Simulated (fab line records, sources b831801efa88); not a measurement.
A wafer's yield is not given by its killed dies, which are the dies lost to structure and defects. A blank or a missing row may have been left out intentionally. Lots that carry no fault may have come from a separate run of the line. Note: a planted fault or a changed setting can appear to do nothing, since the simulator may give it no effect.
8D (eight disciplines) problem report, filled in by code    flow sky130    the parts of the form that need people (team, actions taken, sign-off) are left out

== 1. THE ISSUE ==
At SKY_METAL4_METAL_ETCH_18, oes-product-au averages 0.935 a.u. over 2 wafers from 2 lots, while fault-free wafers read 0.852 a.u., standard deviation 0.0056. That puts it +15 standard deviations away from the usual mean.
The step: etches the open film in Cl2/BCl3, stops on SiO2, target depth 845 nm, time 183.1 s.
Earliest sighting: wafer L517.6 on rie-metal-02 at day 45 22:52. The record has a number at this step for 33 wafers belonging to 11 lots. By rule, "out" or "out of limits" means more than 4 standard deviations away from the usual mean. The other wafers with a number count as sound.

== 2. WHAT IT IS; WHAT IT IS NOT ==
question                     is                          is not
which readings at this step  oes-product-au              drypump-motor-current-A, throttle-valve-pct
which lots                   L517, L518                  L501, L502, L503, L506, L508, L515, L521, L522, L524
which wafers of those lots   L517.6, L518.4              L517.4, L517.5, L518.2, L518.5
read on which tools          rie-metal-01, rie-metal-02  rie-metal-03
when                         from day 45 22:52           up to then (20 sound wafers); but 11 sound wafers of L518, L521, L522, L524 came after

== 3. WHAT RULES OUT EACH SUSPECT ==
Counting: any tool at a process step up to the reading remains a suspect provided it ran every lot that is out. Sound lots after the first of them don't rule it out here, since some wafers of a struck lot are sound.
- pvd-sputter-04 at SKY_METAL4_SPUTTER_00 (material Ti, target thk 15 nm, time 10 s): kept. It processed each lot that is out (first: L517, day 44 03:15); up to then, its last sound lot is L506 (day 42 00:24).
- pvd-sputter-04 at SKY_METAL4_SPUTTER_02 (material AlCu, target thk 735 nm, time 39.1 s): kept. It processed each lot that is out (first: L517, day 44 03:19); up to then, its last sound lot is L506 (day 42 00:27).
What counting leaves: pvd-sputter-04 at SKY_METAL4_SPUTTER_00 and pvd-sputter-04 at SKY_METAL4_SPUTTER_02.

== 4. THE CAUSE (what the simulator had put in) ==
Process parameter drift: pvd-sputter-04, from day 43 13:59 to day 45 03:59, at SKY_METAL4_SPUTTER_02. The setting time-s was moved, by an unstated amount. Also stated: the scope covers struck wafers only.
After counting, 2 suspects remain, this tool included.

== 5. THE EFFECT CHAIN, in route order ==
Rows list readings where the struck wafers' mean (over those with a number) sits beyond 3 standard deviations from the usual. Only readings for which the record gives a usual standard deviation are gone through. hours: the time from each lot's start at the first step in this table that gives one to its start at this step, as a median over the lots. sigmas: the change in usual standard deviations.
hours  step                      reading         usual       on struck wafers  change  sigmas
0      SKY_METAL4_METAL_ETCH_18  oes-product-au  0.852 a.u.  0.935             +0.084  +15
It contains these process steps:
- SKY_METAL4_METAL_ETCH_18: etches the open film in Cl2/BCl3, stops on SiO2, target depth 845 nm, time 183.1 s.

== 6. HOW IT WOULD HAVE BEEN CAUGHT EARLIER ==
In this record no reading fell out of limits until day 45 22:52, 57 hours after the fault had begun at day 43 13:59.
An alarm limit of 4 standard deviations would not have fired on the tool readings at SKY_METAL4_SPUTTER_02 for which the record gives a usual standard deviation, since none of them was out on any struck wafer.
The start of SKY_METAL4_SPUTTER_02 on pvd-sputter-04 came by day 45 22:52 for every one of the lots that are out (2). None of them would have been spared by holding the tool at that moment.
